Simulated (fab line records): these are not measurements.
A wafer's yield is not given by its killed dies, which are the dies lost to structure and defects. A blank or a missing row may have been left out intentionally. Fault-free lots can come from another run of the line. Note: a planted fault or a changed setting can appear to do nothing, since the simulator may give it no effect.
Split-lot trial | flow sfq-line | route with 325 steps; 5 lots, 23 wafers read

THE SPLIT
At SFQ_TRILAYER_M5_LITHO_COAT_123 (resist thk 600 nm), the setting spin-rpm was moved away from the recipe's 3000 rpm on 9 of the 23 wafers read, by -5.0% to +4.9%. All remaining wafers had this setting at the recipe value.

The reading comes from the split's own step.

THE READING
KrF_of_TRILAYER_M5_LITHO_COAT_123.thk-nm (the simulator's own value, which no gauge read), in nm, at SFQ_TRILAYER_M5_LITHO_COAT_123 (resist thk 600 nm). The file gives no usual value for it. Average 600.9 nm, standard deviation 1.4 nm, over the 14 wafers here run with the recipe.

wafer  | tool, chamber at the split | spin-rpm as run, rpm | against the recipe | KrF_of_TRILAYER_M5_LITHO_COAT_123.thk-nm, nm | against lot-mates on the recipe
L074.2 | litho-track-03, 0          | 3000                 | recipe             | 601.9                                        | -
L074.4 | litho-track-03, 0          | 3000                 | recipe             | 600.9                                        | -
L074.5 | litho-track-03, 0          | 3000                 | recipe             | 602                                          | -
L076.2 | litho-track-01, 0          | 2851                 | -5.0%              | 614.1                                        | +15.6
L076.3 | litho-track-01, 0          | 3000                 | recipe             | 599                                          | -
L076.4 | litho-track-01, 0          | 3000                 | recipe             | 597.9                                        | -
L076.5 | litho-track-01, 0          | 2851                 | -5.0%              | 612.4                                        | +13.9
L076.6 | litho-track-01, 0          | 2851                 | -5.0%              | 615.1                                        | +16.6
L078.1 | litho-track-02, 0          | 2866                 | -4.5%              | 616.6                                        | +14.4
L078.2 | litho-track-02, 0          | 2866                 | -4.5%              | 616.8                                        | +14.5
L078.3 | litho-track-02, 0          | 2866                 | -4.5%              | 616.2                                        | +14.0
L078.4 | litho-track-02, 0          | 3000                 | recipe             | 602.3                                        | -
L078.5 | litho-track-02, 0          | 3000                 | recipe             | 602.2                                        | -
L080.2 | litho-track-01, 0          | 3000                 | recipe             | 598.7                                        | -
L080.3 | litho-track-01, 0          | 3000                 | recipe             | 599.6                                        | -
L080.4 | litho-track-01, 0          | 3148                 | +4.9%              | 584.6                                        | -14.6
L080.5 | litho-track-01, 0          | 3148                 | +4.9%              | 586.1                                        | -13.1
L080.6 | litho-track-01, 0          | 3148                 | +4.9%              | 584.9                                        | -14.3
L083.1 | litho-track-03, 0          | 3000                 | recipe             | 602.5                                        | -
L083.3 | litho-track-03, 0          | 3000                 | recipe             | 601.6                                        | -
L083.4 | litho-track-03, 0          | 3000                 | recipe             | 601.6                                        | -
L083.5 | litho-track-03, 0          | 3000                 | recipe             | 601.6                                        | -
L083.6 | litho-track-03, 0          | 3000                 | recipe             | 600.3                                        | -

THE FIT
A straight line over all 23 wafers: KrF_of_TRILAYER_M5_LITHO_COAT_123.thk-nm changes by -3.08 nm for each +1% of spin-rpm; r = -0.98; the points scatter about the line by 1.7 nm.
The same after taking each lot's own level away (the mean of its wafers on the recipe; 23 wafers): -3.02 nm for each +1%; r = -1.00; scatter 0.78 nm.
According to that fit, moving spin-rpm by its largest amount changes the reading by 15 nm.
The lots' own levels span 598.45 to 602.25 nm, that is 2.6 times the standard deviation above.
Hence the lot-to-lot level has little effect on the slope; both slopes agree.
Check: +15.2 nm against its lot-mates is what the line predicts for one of the wafers moved furthest among these (-5.0%) when that wafer is left out of the fit. Against them it came out at +15.6 nm.

ADDITIONAL SPLITS CARRIED BY THESE WAFERS
Note: prior to the reading, these wafers also went through further splits. Each is held against what the fit with the lots' levels taken away leaves over:
other split on the same wafers                  | wafers away from the commonest value | r with KrF_of_TRILAYER_M5_LITHO_COAT_123.thk-nm (lot level and that fit taken away)
SFQ_TRILAYER_M4_LITHO_COAT_098 spin-rpm         | 7                                    | -0.08
SFQ_TRILAYER_M4_LITHO_PEB_096 peb-time-s        | 7                                    | -0.21
SFQ_TRILAYER_I4_CMP_CMP_100 leave-above-ref-nm  | 5                                    | +0.17
SFQ_TRILAYER_I4_VIA_LITHO_PEB_106 peb-time-s    | 10                                   | +0.16
SFQ_TRILAYER_I4_VIA_ETCH_VIA_ETCH_106 bias-w    | 9                                    | +0.17
SFQ_TRILAYER_JJ_TRILAYER_DEP_SPUTTER_110 time-s | 4                                    | -0.13
SFQ_TRILAYER_JJ_CE_LITHO_COAT_114 resist-thk-nm | 6                                    | -0.02

THE FILE'S OWN FIT
KrF_of_TRILAYER_M5_LITHO_COAT_123.thk-nm changes by -3.04 nm for each +1% of spin-rpm, r = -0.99.
